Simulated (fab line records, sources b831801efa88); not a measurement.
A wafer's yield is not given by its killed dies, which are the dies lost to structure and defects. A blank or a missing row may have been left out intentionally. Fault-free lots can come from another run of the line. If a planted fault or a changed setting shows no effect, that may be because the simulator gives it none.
A single fault, viewed from 2 desks | flow gf180mcu | only its own numbers are on each desk; what lay behind them is given at the end

THE METROLOGY DESK
Lot by lot, what the gauges showed, no matter which tool ran the lot: averages of those sampled wafers that carry a number. If a lot's mean is further than 4 standard deviations from the usual mean, the lot is out of limits and carries the mark OUT (the distance appears in the brackets).
Columns: A = CONTACT_W_RS at GF_CONTACT_RS_MEAS_25, usual 0.381 ohm/sq; B = CONTACT_W_THK at GF_CONTACT_THK_MEAS_26, usual 292 nm
lot  | first seen here | A     | B
L510 | day 17 03:45    | 0.380 | 293
L512 | day 17 23:05    | 0.391 | 286
L518 | day 19 23:03    | 0.380 | 293
L520 | day 20 12:38    | 0.375 | 295
L526 | day 22 13:17    | 0.382 | 294
L528 | day 23 05:46    | 0.384 | 287
This desk's verdict: no lot among the 6 shows anything out of limits.

FOR THE TOOL OWNER'S DESK: pvdSputter-01
The tool's own readings at GF_M1_SPUTTER_03 (material Ti, target thk 10 nm, time 6.7 s): means of the sampled wafers that have a number, for each lot that ran on this tool. If a lot's mean is further than 4 standard deviations from the usual mean, the lot is out of limits and carries the mark OUT (the distance appears in the brackets).
Columns: A = throttleValvePct at GF_M1_SPUTTER_03, usual 29.9 %
lot  | first seen here | A
L512 | day 17 23:40    | 30.4
L518 | day 19 23:38    | 30.6
L520 | day 20 13:32    | 31.4
This desk's verdict: no lot among the 3 shows anything out of limits.

TAKEN TOGETHER
Nothing out of limits was seen by the metrology desk.
Nothing out of limits was seen by the tool owner's desk.

WHAT THE SIMULATOR HAD PUT IN
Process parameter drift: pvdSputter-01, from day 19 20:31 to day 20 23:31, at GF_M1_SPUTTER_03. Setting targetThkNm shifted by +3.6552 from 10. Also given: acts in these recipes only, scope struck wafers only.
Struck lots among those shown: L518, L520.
